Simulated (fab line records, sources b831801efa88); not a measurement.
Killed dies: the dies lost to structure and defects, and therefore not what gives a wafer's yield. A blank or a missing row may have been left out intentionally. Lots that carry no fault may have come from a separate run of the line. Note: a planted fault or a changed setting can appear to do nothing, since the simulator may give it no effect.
Matching of chambers || flow gf180mcu || 4 sister chambers for GF_STI_ETCH_14 on rieSi-01
The step etches Si in HBr/Cl2/O2, target depth 360 nm, time 102.9 s. 4 wafers are shown with their chamber, then 7 later ones without.

== WAFERS PAIRED WITH THEIR CHAMBERS ==
{"wafer": "L334.2", "chamber": 1, "drypumpMotorCurrentA (A)": 6.2}
{"wafer": "L347.6", "chamber": 0, "drypumpMotorCurrentA (A)": 5.2}
{"wafer": "L348.1", "chamber": 2, "drypumpMotorCurrentA (A)": 5.6}
{"wafer": "L348.2", "chamber": 3, "drypumpMotorCurrentA (A)": 5.0}

== WAFERS WITH NO CHAMBER GIVEN ==
{"wafer": "L348.3", "drypumpMotorCurrentA (A)": 5.3}
{"wafer": "L354.2", "drypumpMotorCurrentA (A)": 6.2}
{"wafer": "L354.4", "drypumpMotorCurrentA (A)": 5.0}
{"wafer": "L354.5", "drypumpMotorCurrentA (A)": 6.2}
{"wafer": "L355.1", "drypumpMotorCurrentA (A)": 5.2}
{"wafer": "L355.4", "drypumpMotorCurrentA (A)": 6.3}
{"wafer": "L355.5", "drypumpMotorCurrentA (A)": 5.6}

== EACH ONE'S CHAMBER ==
{"wafer": "L348.3", "from the rows above": 0, "in truth": 0}
{"wafer": "L354.2", "from the rows above": 1, "in truth": 1}
{"wafer": "L354.4", "from the rows above": 3, "in truth": 3}
{"wafer": "L354.5", "from the rows above": 1, "in truth": 1}
{"wafer": "L355.1", "from the rows above": 0, "in truth": 0}
{"wafer": "L355.4", "from the rows above": 1, "in truth": 1}
{"wafer": "L355.5", "from the rows above": 2, "in truth": 2}
Correct placement for 7 of the 7. Number that these rows cannot place: 0. Number placed wrongly: 0.
How it was worked out, from the rows above alone: a wafer's distance from a chamber is the root of the sum, over the readings, of the square of ((its reading less the chamber's mean) divided by the reading's scatter). The wafer belongs to the nearest chamber; if the next one is less than 2 further off, it can't be placed. The mean given for a chamber averages the wafers shown for that chamber. The scatter: with one shown wafer a chamber, the root of the mean of the squares of how far each hidden wafer lies from its nearest shown one.
